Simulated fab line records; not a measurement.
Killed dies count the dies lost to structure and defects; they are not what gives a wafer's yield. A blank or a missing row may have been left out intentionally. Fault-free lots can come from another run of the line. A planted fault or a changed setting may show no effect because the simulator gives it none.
fab line records / flow sfq-line
record lots=7 wafers=21 last-day=94
route steps=325 shown I7@309 M8@311
lots untouched by any fault: they come from a run of this same line in which no faults occurred
start-h: start of the lot's first displayed wafer, in hours after the record's first day / wait-h: hours since the lot's step before / " unchanged from the row above / L1.1+2: several wafers, shown together as one row / - no value present, or no start provided / * or withheld: withheld / < > ~ a bound
route shown NAME@n: names a module that has steps shown in the file, with the first one's number in the route / usual: average and standard deviation across the fault-free wafers / same: alike in all rows / chamber/n: place in a boat / sites: per-site readings / _std_site: the standard deviation of these / _edge_site: mean of outer sites minus mean of inner sites / radius-mm: how far each site lies from the wafer's centre / mask NAME#n: copy n / behind: the last tool/chamber to shape the wafer / hold: why the lot was held/for how many hours/how that ended / device: the transistor (n, p or np) that didn't switch / end of line: at the end of the route, the tests of the same wafers / for a step that has no rows: nothing shown but its recipe / killed: not the wafer's yield, but the dies lost to structure and defects at the first sort / map: per-die view of a wafer (x killed, . not killed, _ where there is no die)
set.NAME: the setting the step ran with; set.NAME@STEP: the setting that earlier step ran with / model.NAME: the simulator's own value behind a step, which no gauge read
lots at some steps of the route; a table a step, a row a wafer
services: a tool's chamber out of use, with start hour (start-h, from the record's first day; less than 0 if before it), hours out, and reason
## steps
# step SFQ_TRILAYER_I7_VIA_STRIP_STRIP_191
# recipe gas=O2 power-w=200 platen-temp-c=40 overash-fraction=0.65 chemistry=O2 pressure-mtorr=50
# usual drypump-motor-current-A=5.7/0.45 oes-product-au=1.001/0.0084
lot.wafer=L188.1 tool=rie-metal-03 chamber=1 start-h=1963.94 wait-h=- drypump-motor-current-A=5.8 oes-product-au=0.997 rf-hours-counter-h=83
lot.wafer=L188.3 tool=rie-metal-03 chamber=1 start-h=1963.94 wait-h=- drypump-motor-current-A=5.8 oes-product-au=0.997 rf-hours-counter-h=-
lot.wafer=L188.4 tool=rie-metal-03 chamber=0 start-h=1963.94 wait-h=- drypump-motor-current-A=5.5 oes-product-au=1.002 rf-hours-counter-h=-
lot.wafer=L191.4 tool=rie-metal-01 chamber=0 start-h=2144.51 wait-h=- drypump-motor-current-A=5.4 oes-product-au=0.987 rf-hours-counter-h=-
lot.wafer=L191.5 tool=rie-metal-01 chamber=0 start-h=2144.51 wait-h=- drypump-motor-current-A=5.4 oes-product-au=0.987 rf-hours-counter-h=-
lot.wafer=L191.6 tool=rie-metal-01 chamber=1 start-h=2144.51 wait-h=- drypump-motor-current-A=5.4 oes-product-au=1.013 rf-hours-counter-h=-
lot.wafer=L193.4 tool=rie-metal-03 chamber=0 start-h=2155.31 wait-h=- drypump-motor-current-A=5.5 oes-product-au=0.997 rf-hours-counter-h=-
lot.wafer=L193.5 tool=rie-metal-03 chamber=0 start-h=2155.31 wait-h=- drypump-motor-current-A=5.5 oes-product-au=1.005 rf-hours-counter-h=-
lot.wafer=L193.6 tool=rie-metal-03 chamber=1 start-h=2155.31 wait-h=- drypump-motor-current-A=5.8 oes-product-au=0.991 rf-hours-counter-h=-
lot.wafer=L195.2 tool=rie-metal-02 chamber=1 start-h=2166.98 wait-h=- drypump-motor-current-A=6.4 oes-product-au=0.993 rf-hours-counter-h=111
lot.wafer=L195.3 tool=rie-metal-02 chamber=1 start-h=2166.98 wait-h=- drypump-motor-current-A=6.4 oes-product-au=0.994 rf-hours-counter-h=-
lot.wafer=L195.6 tool=rie-metal-02 chamber=1 start-h=2166.98 wait-h=- drypump-motor-current-A=6.4 oes-product-au=1.001 rf-hours-counter-h=-
lot.wafer=L197.2 tool=rie-metal-02 chamber=0 start-h=2174.18 wait-h=- drypump-motor-current-A=5.3 oes-product-au=1.015 rf-hours-counter-h=16
lot.wafer=L197.3 tool=rie-metal-02 chamber=1 start-h=2174.18 wait-h=- drypump-motor-current-A=6.4 oes-product-au=1.001 rf-hours-counter-h=-
lot.wafer=L197.6 tool=rie-metal-02 chamber=0 start-h=2174.18 wait-h=- drypump-motor-current-A=5.3 oes-product-au=1.012 rf-hours-counter-h=-
lot.wafer=L201.1 tool=rie-metal-03 chamber=1 start-h=2185.53 wait-h=- drypump-motor-current-A=5.8 oes-product-au=0.999 rf-hours-counter-h=110
lot.wafer=L201.5 tool=rie-metal-03 chamber=1 start-h=2185.53 wait-h=- drypump-motor-current-A=5.8 oes-product-au=0.998 rf-hours-counter-h=-
lot.wafer=L201.6 tool=rie-metal-03 chamber=0 start-h=2185.53 wait-h=- drypump-motor-current-A=5.5 oes-product-au=1.015 rf-hours-counter-h=-
lot.wafer=L202.4 tool=rie-metal-02 chamber=1 start-h=2190.53 wait-h=- drypump-motor-current-A=6.5 oes-product-au=1.008 rf-hours-counter-h=-
lot.wafer=L202.5 tool=rie-metal-02 chamber=1 start-h=2190.53 wait-h=- drypump-motor-current-A=6.4 oes-product-au=1.003 rf-hours-counter-h=-
lot.wafer=L202.6 tool=rie-metal-02 chamber=0 start-h=2190.53 wait-h=- drypump-motor-current-A=5.3 oes-product-au=1.005 rf-hours-counter-h=-
# step SFQ_TRILAYER_I7_VIA_STRIP_SOLV_CLEAN_192
# recipe chemistry=NMP temp-c=70 time-s=600
# step SFQ_TRILAYER_M8_LITHO_LOR_COAT_197
# recipe resist=lift-off spin-rpm=3000
# step SFQ_TRILAYER_M8_LITHO_LOR_BAKE_198
# recipe resist=lift-off temp-c=withheld time-s=withheld
# step SFQ_TRILAYER_M8_LITHO_COAT_193
# recipe resist=KrF spin-rpm=3000 resist-thk-nm=600
# step SFQ_TRILAYER_M8_LITHO_SOFTBAKE_199
# recipe temp-c=withheld time-s=withheld resist=KrF
# step SFQ_TRILAYER_M8_LITHO_EXPOSE_194
# recipe mask-id=M8 na=0.6 source-shape=conventional sigma-outer=0.65 target-cd-nm=2000 dose-mj=14.4
# step SFQ_TRILAYER_M8_LITHO_PEB_196
# recipe peb-temp-c=115 peb-time-s=60 resist=KrF
# step SFQ_TRILAYER_M8_LITHO_DEVELOP_195
# recipe img-clear-s=15 time-s=55 resist=KrF
# step SFQ_M8_OVL_MEAS_948
# usual M8_OVL=2/5
lot.wafer=L188.1 tool=overlay-02 chamber=- start-h=1969.74 wait-h=0.1 M8_OVL[nm]=4
lot.wafer=L188.3 tool=overlay-02 chamber=- start-h=1969.74 wait-h=0.1 M8_OVL[nm]=-1
lot.wafer=L188.4 tool=overlay-02 chamber=- start-h=1969.74 wait-h=0.1 M8_OVL[nm]=1
lot.wafer=L191.4 tool=overlay-01 chamber=- start-h=2148.18 wait-h=0.1 M8_OVL[nm]=-3
lot.wafer=L191.5 tool=overlay-01 chamber=- start-h=2148.18 wait-h=0.1 M8_OVL[nm]=-9
lot.wafer=L191.6 tool=overlay-01 chamber=- start-h=2148.18 wait-h=0.1 M8_OVL[nm]=-2
lot.wafer=L193.4 tool=overlay-02 chamber=- start-h=2166.23 wait-h=0.1 M8_OVL[nm]=-8
lot.wafer=L193.5 tool=overlay-02 chamber=- start-h=2166.23 wait-h=0.1 M8_OVL[nm]=5
lot.wafer=L193.6 tool=overlay-02 chamber=- start-h=2166.23 wait-h=0.1 M8_OVL[nm]=-1
lot.wafer=L195.2 tool=overlay-02 chamber=- start-h=2170.55 wait-h=0.1 M8_OVL[nm]=-1
lot.wafer=L195.3 tool=overlay-02 chamber=- start-h=2170.55 wait-h=0.1 M8_OVL[nm]=-1
lot.wafer=L195.6 tool=overlay-02 chamber=- start-h=2170.55 wait-h=0.1 M8_OVL[nm]=3
lot.wafer=L197.2 tool=overlay-02 chamber=- start-h=2177.75 wait-h=0.1 M8_OVL[nm]=3
lot.wafer=L197.3 tool=overlay-02 chamber=- start-h=2177.75 wait-h=0.1 M8_OVL[nm]=7
lot.wafer=L197.6 tool=overlay-02 chamber=- start-h=2177.75 wait-h=0.1 M8_OVL[nm]=2
lot.wafer=L201.1 tool=overlay-01 chamber=- start-h=2257.71 wait-h=0.1 M8_OVL[nm]=-3
lot.wafer=L201.5 tool=overlay-01 chamber=- start-h=2257.71 wait-h=0.1 M8_OVL[nm]=3
lot.wafer=L201.6 tool=overlay-01 chamber=- start-h=2257.71 wait-h=0.1 M8_OVL[nm]=-2
lot.wafer=L202.4 tool=overlay-02 chamber=- start-h=2264.93 wait-h=0.1 M8_OVL[nm]=0
lot.wafer=L202.5 tool=overlay-02 chamber=- start-h=2264.93 wait-h=0.1 M8_OVL[nm]=-4
lot.wafer=L202.6 tool=overlay-02 chamber=- start-h=2264.93 wait-h=0.1 M8_OVL[nm]=4
# step SFQ_TRILAYER_M8_DEP_EVAP_197
# recipe material=Ti angular-spread-deg=1 target-thk-nm=20 time-s=100 power-w=2000
# step SFQ_TRILAYER_M8_DEP_EVAP_198
# recipe material=Pt angular-spread-deg=1 target-thk-nm=50 time-s=250 power-w=2000
# step SFQ_TRILAYER_M8_DEP_EVAP_196
# recipe material=Au angular-spread-deg=1 target-thk-nm=180 time-s=900 power-w=2000
# usual cathode-dc-power-W=2000.0/0.37
lot.wafer=L188.1 tool=pvd-sputter-02 chamber=- start-h=1970.01 wait-h=0.1 cathode-dc-power-W=1999.1 model.Au_of_TRILAYER_M8_DEP_EVAP_196.thk-nm=179.9
lot.wafer=L188.3 tool=pvd-sputter-02 chamber=- start-h=1970.01 wait-h=0.1 cathode-dc-power-W=1999.6 model.Au_of_TRILAYER_M8_DEP_EVAP_196.thk-nm=177.6
lot.wafer=L188.4 tool=pvd-sputter-02 chamber=- start-h=1970.01 wait-h=0.1 cathode-dc-power-W=2000.3 model.Au_of_TRILAYER_M8_DEP_EVAP_196.thk-nm=178.4
lot.wafer=L191.4 tool=pvd-sputter-02 chamber=- start-h=2148.45 wait-h=0.1 cathode-dc-power-W=1999.9 model.Au_of_TRILAYER_M8_DEP_EVAP_196.thk-nm=179.1
lot.wafer=L191.5 tool=pvd-sputter-02 chamber=- start-h=2148.45 wait-h=0.1 cathode-dc-power-W=2000.2 model.Au_of_TRILAYER_M8_DEP_EVAP_196.thk-nm=180.1
lot.wafer=L191.6 tool=pvd-sputter-02 chamber=- start-h=2148.45 wait-h=0.1 cathode-dc-power-W=1999.3 model.Au_of_TRILAYER_M8_DEP_EVAP_196.thk-nm=180.9
lot.wafer=L193.4 tool=pvd-sputter-02 chamber=- start-h=2166.50 wait-h=0.1 cathode-dc-power-W=1999.7 model.Au_of_TRILAYER_M8_DEP_EVAP_196.thk-nm=178.5
lot.wafer=L193.5 tool=pvd-sputter-02 chamber=- start-h=2166.50 wait-h=0.1 cathode-dc-power-W=1999.5 model.Au_of_TRILAYER_M8_DEP_EVAP_196.thk-nm=184.3
lot.wafer=L193.6 tool=pvd-sputter-02 chamber=- start-h=2166.50 wait-h=0.1 cathode-dc-power-W=2000.0 model.Au_of_TRILAYER_M8_DEP_EVAP_196.thk-nm=181.5
lot.wafer=L195.2 tool=pvd-sputter-02 chamber=- start-h=2170.84 wait-h=0.1 cathode-dc-power-W=1999.9 model.Au_of_TRILAYER_M8_DEP_EVAP_196.thk-nm=180.7
lot.wafer=L195.3 tool=pvd-sputter-02 chamber=- start-h=2170.84 wait-h=0.1 cathode-dc-power-W=1999.9 model.Au_of_TRILAYER_M8_DEP_EVAP_196.thk-nm=181.1
lot.wafer=L195.6 tool=pvd-sputter-02 chamber=- start-h=2170.84 wait-h=0.1 cathode-dc-power-W=2000.0 model.Au_of_TRILAYER_M8_DEP_EVAP_196.thk-nm=184
lot.wafer=L197.2 tool=pvd-sputter-02 chamber=- start-h=2178.01 wait-h=0.1 cathode-dc-power-W=1999.3 model.Au_of_TRILAYER_M8_DEP_EVAP_196.thk-nm=185.2
lot.wafer=L197.3 tool=pvd-sputter-02 chamber=- start-h=2178.01 wait-h=0.1 cathode-dc-power-W=2000.1 model.Au_of_TRILAYER_M8_DEP_EVAP_196.thk-nm=179.9
lot.wafer=L197.6 tool=pvd-sputter-02 chamber=- start-h=2178.01 wait-h=0.1 cathode-dc-power-W=2000.2 model.Au_of_TRILAYER_M8_DEP_EVAP_196.thk-nm=181.1
lot.wafer=L201.1 tool=pvd-sputter-02 chamber=- start-h=2257.97 wait-h=0.1 cathode-dc-power-W=1999.9 model.Au_of_TRILAYER_M8_DEP_EVAP_196.thk-nm=178.3
lot.wafer=L201.5 tool=pvd-sputter-02 chamber=- start-h=2257.97 wait-h=0.1 cathode-dc-power-W=2000.0 model.Au_of_TRILAYER_M8_DEP_EVAP_196.thk-nm=178.3
lot.wafer=L201.6 tool=pvd-sputter-02 chamber=- start-h=2257.97 wait-h=0.1 cathode-dc-power-W=2000.5 model.Au_of_TRILAYER_M8_DEP_EVAP_196.thk-nm=177.4
lot.wafer=L202.4 tool=pvd-sputter-01 chamber=- start-h=2265.17 wait-h=0.1 cathode-dc-power-W=1999.6 model.Au_of_TRILAYER_M8_DEP_EVAP_196.thk-nm=183.4
lot.wafer=L202.5 tool=pvd-sputter-01 chamber=- start-h=2265.17 wait-h=0.1 cathode-dc-power-W=2000.6 model.Au_of_TRILAYER_M8_DEP_EVAP_196.thk-nm=179.7
lot.wafer=L202.6 tool=pvd-sputter-01 chamber=- start-h=2265.17 wait-h=0.1 cathode-dc-power-W=1999.9 model.Au_of_TRILAYER_M8_DEP_EVAP_196.thk-nm=179.8
# step SFQ_M8_RS_MEAS_949
# recipe thk-meas-gauge=four-point-probe reads=Au_of_TRILAYER_M8_DEP_EVAP_196+Pt_of_TRILAYER_M8_DEP_EVAP_198+Ti_of_TRILAYER_M8_DEP_EVAP_197
# usual M8_AU_RS=0.1535/0.0017
lot.wafer=L188.1 tool=film-metro-01 chamber=- start-h=1970.52 wait-h=0.3 M8_AU_RS[ohm/sq]=0.1538
lot.wafer=L188.3 tool=film-metro-01 chamber=- start-h=1970.52 wait-h=0.3 M8_AU_RS[ohm/sq]=0.1557
lot.wafer=L188.4 tool=film-metro-01 chamber=- start-h=1970.52 wait-h=0.3 M8_AU_RS[ohm/sq]=0.1551
lot.wafer=L191.4 tool=film-metro-01 chamber=- start-h=2149.09 wait-h=0.4 M8_AU_RS[ohm/sq]=0.1545
lot.wafer=L191.5 tool=film-metro-01 chamber=- start-h=2149.09 wait-h=0.4 M8_AU_RS[ohm/sq]=0.1535
lot.wafer=L191.6 tool=film-metro-01 chamber=- start-h=2149.09 wait-h=0.4 M8_AU_RS[ohm/sq]=0.1529
lot.wafer=L193.4 tool=film-metro-02 chamber=- start-h=2167.14 wait-h=0.4 M8_AU_RS[ohm/sq]=0.1549
lot.wafer=L193.5 tool=film-metro-02 chamber=- start-h=2167.14 wait-h=0.4 M8_AU_RS[ohm/sq]=0.1499
lot.wafer=L193.6 tool=film-metro-02 chamber=- start-h=2167.14 wait-h=0.4 M8_AU_RS[ohm/sq]=0.1524
lot.wafer=L195.2 tool=film-metro-04 chamber=- start-h=2171.44 wait-h=0.3 M8_AU_RS[ohm/sq]=0.1531
lot.wafer=L195.3 tool=film-metro-04 chamber=- start-h=2171.44 wait-h=0.3 M8_AU_RS[ohm/sq]=0.1527
lot.wafer=L195.6 tool=film-metro-04 chamber=- start-h=2171.44 wait-h=0.3 M8_AU_RS[ohm/sq]=0.1503
lot.wafer=L197.2 tool=film-metro-01 chamber=- start-h=2178.55 wait-h=0.3 M8_AU_RS[ohm/sq]=0.1492
lot.wafer=L197.3 tool=film-metro-01 chamber=- start-h=2178.55 wait-h=0.3 M8_AU_RS[ohm/sq]=0.1537
lot.wafer=L197.6 tool=film-metro-01 chamber=- start-h=2178.55 wait-h=0.3 M8_AU_RS[ohm/sq]=0.1530
lot.wafer=L201.1 tool=film-metro-04 chamber=- start-h=2258.49 wait-h=0.3 M8_AU_RS[ohm/sq]=0.1548
lot.wafer=L201.5 tool=film-metro-04 chamber=- start-h=2258.49 wait-h=0.3 M8_AU_RS[ohm/sq]=0.1551
lot.wafer=L201.6 tool=film-metro-04 chamber=- start-h=2258.49 wait-h=0.3 M8_AU_RS[ohm/sq]=0.1560
lot.wafer=L202.4 tool=film-metro-01 chamber=- start-h=2265.75 wait-h=0.3 M8_AU_RS[ohm/sq]=0.1513
lot.wafer=L202.5 tool=film-metro-01 chamber=- start-h=2265.75 wait-h=0.3 M8_AU_RS[ohm/sq]=0.1542
lot.wafer=L202.6 tool=film-metro-01 chamber=- start-h=2265.75 wait-h=0.3 M8_AU_RS[ohm/sq]=0.1540
# step SFQ_M8_THK_MEAS_950
# recipe thk-meas-gauge=xrf reads=Au_of_TRILAYER_M8_DEP_EVAP_196
# usual M8_AU_THK=182.3/2.2
lot.wafer=L188.1 tool=film-metro-01 chamber=- start-h=1970.64 wait-h=0.1 M8_AU_THK[nm]=183.0
lot.wafer=L188.3 tool=film-metro-01 chamber=- start-h=1970.64 wait-h=0.1 M8_AU_THK[nm]=180.8
lot.wafer=L188.4 tool=film-metro-01 chamber=- start-h=1970.64 wait-h=0.1 M8_AU_THK[nm]=180.4
lot.wafer=L191.4 tool=film-metro-01 chamber=- start-h=2149.18 wait-h=0.1 M8_AU_THK[nm]=181.4
lot.wafer=L191.5 tool=film-metro-01 chamber=- start-h=2149.18 wait-h=0.1 M8_AU_THK[nm]=182.4
lot.wafer=L191.6 tool=film-metro-01 chamber=- start-h=2149.18 wait-h=0.1 M8_AU_THK[nm]=183.6
lot.wafer=L193.4 tool=film-metro-02 chamber=- start-h=2167.23 wait-h=0.1 M8_AU_THK[nm]=181.0
lot.wafer=L193.5 tool=film-metro-02 chamber=- start-h=2167.23 wait-h=0.1 M8_AU_THK[nm]=186.1
lot.wafer=L193.6 tool=film-metro-02 chamber=- start-h=2167.23 wait-h=0.1 M8_AU_THK[nm]=183.5
lot.wafer=L195.2 tool=film-metro-04 chamber=- start-h=2171.55 wait-h=0.1 M8_AU_THK[nm]=182.7
lot.wafer=L195.3 tool=film-metro-04 chamber=- start-h=2171.55 wait-h=0.1 M8_AU_THK[nm]=183.8
lot.wafer=L195.6 tool=film-metro-04 chamber=- start-h=2171.55 wait-h=0.1 M8_AU_THK[nm]=186.5
lot.wafer=L197.2 tool=film-metro-01 chamber=- start-h=2178.66 wait-h=0.1 M8_AU_THK[nm]=186.9
lot.wafer=L197.3 tool=film-metro-01 chamber=- start-h=2178.66 wait-h=0.1 M8_AU_THK[nm]=181.4
lot.wafer=L197.6 tool=film-metro-01 chamber=- start-h=2178.66 wait-h=0.1 M8_AU_THK[nm]=183.1
lot.wafer=L201.1 tool=film-metro-04 chamber=- start-h=2258.61 wait-h=0.1 M8_AU_THK[nm]=179.6
lot.wafer=L201.5 tool=film-metro-04 chamber=- start-h=2258.61 wait-h=0.1 M8_AU_THK[nm]=179.7
lot.wafer=L201.6 tool=film-metro-04 chamber=- start-h=2258.61 wait-h=0.1 M8_AU_THK[nm]=179.5
lot.wafer=L202.4 tool=film-metro-01 chamber=- start-h=2265.84 wait-h=0.1 M8_AU_THK[nm]=185.8
lot.wafer=L202.5 tool=film-metro-01 chamber=- start-h=2265.84 wait-h=0.1 M8_AU_THK[nm]=182.3
lot.wafer=L202.6 tool=film-metro-01 chamber=- start-h=2265.84 wait-h=0.1 M8_AU_THK[nm]=183.0
# step SFQ_TRILAYER_M8_LIFTOFF_LIFTOFF_197
# recipe temp-c=80 time-s=600 chemistry=NMP
# step SFQ_M8_BOW_MEAS_951
# recipe mode=bow
# usual M8_BOW=8/9.7
lot.wafer=L188.1 tool=film-metro-04 chamber=- start-h=1970.88 wait-h=0.0 M8_BOW[um]=8 model.etest.m8.ohm-sq=0.1536
lot.wafer=L188.3 tool=film-metro-04 chamber=- start-h=1970.88 wait-h=0.0 M8_BOW[um]=15 model.etest.m8.ohm-sq=0.1557
lot.wafer=L188.4 tool=film-metro-04 chamber=- start-h=1970.88 wait-h=0.0 M8_BOW[um]=12 model.etest.m8.ohm-sq=0.1549
lot.wafer=L191.4 tool=film-metro-02 chamber=- start-h=2149.45 wait-h=0.1 M8_BOW[um]=17 model.etest.m8.ohm-sq=0.1543
lot.wafer=L191.5 tool=film-metro-02 chamber=- start-h=2149.45 wait-h=0.1 M8_BOW[um]=13 model.etest.m8.ohm-sq=0.1535
lot.wafer=L191.6 tool=film-metro-02 chamber=- start-h=2149.45 wait-h=0.1 M8_BOW[um]=16 model.etest.m8.ohm-sq=0.1528
lot.wafer=L193.4 tool=film-metro-04 chamber=- start-h=2167.50 wait-h=0.1 M8_BOW[um]=-1 model.etest.m8.ohm-sq=0.1548
lot.wafer=L193.5 tool=film-metro-04 chamber=- start-h=2167.50 wait-h=0.1 M8_BOW[um]=6 model.etest.m8.ohm-sq=0.1499
lot.wafer=L193.6 tool=film-metro-04 chamber=- start-h=2167.50 wait-h=0.1 M8_BOW[um]=-4 model.etest.m8.ohm-sq=0.1523
lot.wafer=L195.2 tool=film-metro-01 chamber=- start-h=2171.81 wait-h=0.0 M8_BOW[um]=17 model.etest.m8.ohm-sq=0.153
lot.wafer=L195.3 tool=film-metro-01 chamber=- start-h=2171.81 wait-h=0.0 M8_BOW[um]=1 model.etest.m8.ohm-sq=0.1526
lot.wafer=L195.6 tool=film-metro-01 chamber=- start-h=2171.81 wait-h=0.0 M8_BOW[um]=17 model.etest.m8.ohm-sq=0.1502
lot.wafer=L197.2 tool=film-metro-02 chamber=- start-h=2178.90 wait-h=0.0 M8_BOW[um]=-1 model.etest.m8.ohm-sq=0.1493
lot.wafer=L197.3 tool=film-metro-02 chamber=- start-h=2178.90 wait-h=0.0 M8_BOW[um]=8 model.etest.m8.ohm-sq=0.1537
lot.wafer=L197.6 tool=film-metro-02 chamber=- start-h=2178.90 wait-h=0.0 M8_BOW[um]=0 model.etest.m8.ohm-sq=0.1527
lot.wafer=L201.1 tool=film-metro-01 chamber=- start-h=2258.84 wait-h=0.0 M8_BOW[um]=10 model.etest.m8.ohm-sq=0.155
lot.wafer=L201.5 tool=film-metro-01 chamber=- start-h=2258.84 wait-h=0.0 M8_BOW[um]=11 model.etest.m8.ohm-sq=0.1551
lot.wafer=L201.6 tool=film-metro-01 chamber=- start-h=2258.84 wait-h=0.0 M8_BOW[um]=11 model.etest.m8.ohm-sq=0.1558
lot.wafer=L202.4 tool=film-metro-04 chamber=- start-h=2266.10 wait-h=0.1 M8_BOW[um]=6 model.etest.m8.ohm-sq=0.1507
lot.wafer=L202.5 tool=film-metro-04 chamber=- start-h=2266.10 wait-h=0.1 M8_BOW[um]=9 model.etest.m8.ohm-sq=0.1538
lot.wafer=L202.6 tool=film-metro-04 chamber=- start-h=2266.10 wait-h=0.1 M8_BOW[um]=2 model.etest.m8.ohm-sq=0.1537
## services
tool=pvd-sputter-02 chamber=1 start-h=1959.50 hours=- kind=consumable-replace:kit
tool=pvd-sputter-02 chamber=1 start-h=1959.50 hours=18.0 kind=scheduled-down
tool=pvd-sputter-02 chamber=1 start-h=1959.50 hours=18.0 kind=vent-cycle
tool=pvd-sputter-01 chamber=- start-h=1968.70 hours=5.1 kind=repair
tool=rie-metal-01 chamber=- start-h=1969.86 hours=2.8 kind=pm
tool=rie-metal-02 chamber=0 start-h=1979.83 hours=8.4 kind=repair
tool=pvd-sputter-02 chamber=- start-h=2007.03 hours=0.6 kind=repair
tool=rie-metal-02 chamber=0 start-h=2023.41 hours=- kind=clean
tool=rie-metal-02 chamber=0 start-h=2023.41 hours=- kind=consumable-replace:focus-ring
tool=rie-metal-02 chamber=0 start-h=2023.41 hours=15.2 kind=scheduled-down
tool=rie-metal-02 chamber=0 start-h=2023.41 hours=15.2 kind=vent-cycle
tool=pvd-sputter-01 chamber=- start-h=2024.57 hours=5.5 kind=repair
tool=rie-metal-03 chamber=0 start-h=2031.76 hours=- kind=clean
tool=rie-metal-03 chamber=0 start-h=2031.76 hours=- kind=consumable-replace:focus-ring
tool=pvd-sputter-01 chamber=- start-h=2057.30 hours=0.9 kind=repair
tool=pvd-sputter-02 chamber=- start-h=2146.03 hours=1.6 kind=repair
tool=pvd-sputter-02 chamber=- start-h=2157.82 hours=1.7 kind=repair
tool=rie-metal-02 chamber=- start-h=2167.97 hours=0.5 kind=repair
tool=rie-metal-03 chamber=1 start-h=2179.12 hours=3.9 kind=repair
tool=rie-metal-01 chamber=- start-h=2187.37 hours=1.4 kind=pm
tool=rie-metal-01 chamber=- start-h=2192.29 hours=0.2 kind=repair
tool=rie-metal-01 chamber=- start-h=2193.51 hours=0.2 kind=repair
tool=pvd-sputter-01 chamber=- start-h=2197.18 hours=4.7 kind=repair
tool=rie-metal-02 chamber=- start-h=2223.31 hours=2.8 kind=pm
## key
first-sign step=SFQ_M8_RS_MEAS_949 reading=M8_AU_RS direction=down sigmas=2.2 usual=0.1535 struck=0.1498
effect none on later readings
model-effect step=SFQ_TRILAYER_M8_DEP_EVAP_196 value=Au_of_TRILAYER_M8_DEP_EVAP_196.thk-nm without=179.6 struck=184.5
model-effect step=SFQ_M8_BOW_MEAS_951 value=etest.m8.ohm-sq without=0.1539 struck=0.1498
met-at SFQ_TRILAYER_M8_DEP_EVAP_196
struck-wafers L193.5,L195.6,L197.2
onset-between 2148.45 2166.50
fault kind=process-parameter-drift tool=pvd-sputter-02 chamber=- onset-h=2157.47 steps=SFQ_TRILAYER_M8_DEP_EVAP_196 channel=target-thk-nm offset=4.8869 shape=step end-h=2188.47 acts-in=these-recipes-only stated=180 scope=struck-wafers-only
